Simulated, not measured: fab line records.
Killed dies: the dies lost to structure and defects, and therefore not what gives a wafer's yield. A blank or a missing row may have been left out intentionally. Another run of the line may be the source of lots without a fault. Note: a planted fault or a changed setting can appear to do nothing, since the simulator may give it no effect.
A struck lot beside a sound one :: flow sky130 :: 17 steps out of a route of 708
Sound: wafers L767.2, L767.5, L767.6. Struck: wafer L778.6. (L778.1 of the same lot was not struck and is left out.) The cause comes at the end.
At each step with rows: each side's tool, then ch and its chambers, then its first start. Under that, the readings that differ: sound wafers :: struck wafers :: difference of the means :: sigmas: that difference in standard deviations of wafers without a fault.
alike: same words and numbers on both sides, and readings whose means sit less than 2 such deviations apart. not compared: any withheld reading, any reading some wafer has no value for, any bound like >300 that may hide the same value, and any number with overlapping values for which the record gives no deviation.
A row with sigmas, a row that says differs or no value, or rows on one side alone: a step with any of these is where the two part. Numbers that don't overlap but have no deviation are shown without sigmas and don't part them. Lack of a reading on every wafer of one side parts them only where that side has two or more wafers.

first, 3 steps without rows for these wafers: SKY_METAL4_CLEAN_21 (cleans in IPA, time 180 s); SKY_METAL4_CLEAN_22 (cleans in O3/DIW); SKY_VIA4_HDPCVD_00 (deposits SiO2, target thk 1750 nm, time 291.7 s).
SKY_VIA4_THK_MEAS_01:
  struck on film-metro-04, day 47 01:05; sound on film-metro-03, day 43 17:34
  alike: VIA4_HDPCVD_THK
SKY_VIA4_CMP_02: polishes SiO2.
  sound on cmp-01 ch 1,2,3, day 43 17:46; struck on cmp-01 ch 3, day 47 01:11
  alike: motor-current-A, slurry-flow-ml-min
SKY_VIA4_BOW_MEAS_03:
  struck on film-metro-03, day 47 01:26; sound on film-metro-04, day 43 17:56
  alike: VIA4_BOW
then, 6 steps without rows for these wafers: SKY_VIA4_DEHYDRATE_04 (time 60 s); SKY_VIA4_HMDS_05 (prime time 60 s); SKY_VIA4_COAT_06 (resist thk 1140 nm); SKY_VIA4_SOFTBAKE_07 (time 60 s); SKY_VIA4_EXPOSE_08 (exposes mask VIM4, target cd 800 nm); SKY_VIA4_PEB_09.
SKY_VIA4_DEVELOP_10: develop time 60 s.
  sound on litho-track-02 ch 0, day 44 15:50; struck on litho-track-04 ch 0, day 47 20:10
SKY_VIA4_OVL_MEAS_11:
  struck on overlay-01, day 47 20:19; sound on overlay-01, day 44 15:58
reading: VIA4_OVL (nm)
sound: -1.3 -1.5 -1.6
struck: 1.3
difference: +2.8
sigmas: +2
SKY_VIA4_ETCH_12: etches SiO2 in C4F8/O2/Ar, stops on TiN, target depth 580 nm.
  sound on rie-diel-03 ch 0,1, day 44 15:59; struck on rie-diel-03 ch 1, day 47 20:20
reading: model.VIA4.cd-nm (nm)
sound: 795.4 795.9 795.5
struck: 770.2
difference: -25.4
sigmas: 
  alike: oes-product-au, rf-fwd-power-W
SKY_VIA4_STRIP_13: strips in O2/N2.
  sound on plasma-asher-02 ch 0,1, day 44 16:04; struck on plasma-asher-02 ch 1, day 47 20:27
  alike: drypump-motor-current-A, oes-product-au, strip-time-to-endpoint-s
  not compared: rf-hours-counter-h
-- the record jumps here: 3 days lie between the struck wafers' starts before and after (it left off in module VIA4 and takes up again in module PAD_OPEN, whose first step shown is number 708 of the route) --
SKY_PAD_OPEN_PROBE_99:
  struck on prober-02, day 50 09:04; sound on prober-02, day 47 09:59
reading: model.etest.via4-chain.rc-ohm
sound: 0.8171 0.7989 0.8094
struck: 0.8701
difference: +0.0616
sigmas: 
  alike: defect-limited-yield, killed_at_M0_to_M3, killed_at_M4_up, killed-at-contacts, killed-at-front-end, killed-at-other, killed-dies, killed-open, killed-short, sort_bin_3_pad_short, sort_bin_5_function, sort_bin_6_memory, sort-n-pass, sort-yield-pct

## WHERE THEY PART
Within this record, at SKY_VIA4_OVL_MEAS_11 only. Later steps at which nothing parts them and some readings are alike: SKY_VIA4_ETCH_12, SKY_VIA4_STRIP_13, SKY_PAD_OPEN_PROBE_99.

WHY: the cause the simulator had injected
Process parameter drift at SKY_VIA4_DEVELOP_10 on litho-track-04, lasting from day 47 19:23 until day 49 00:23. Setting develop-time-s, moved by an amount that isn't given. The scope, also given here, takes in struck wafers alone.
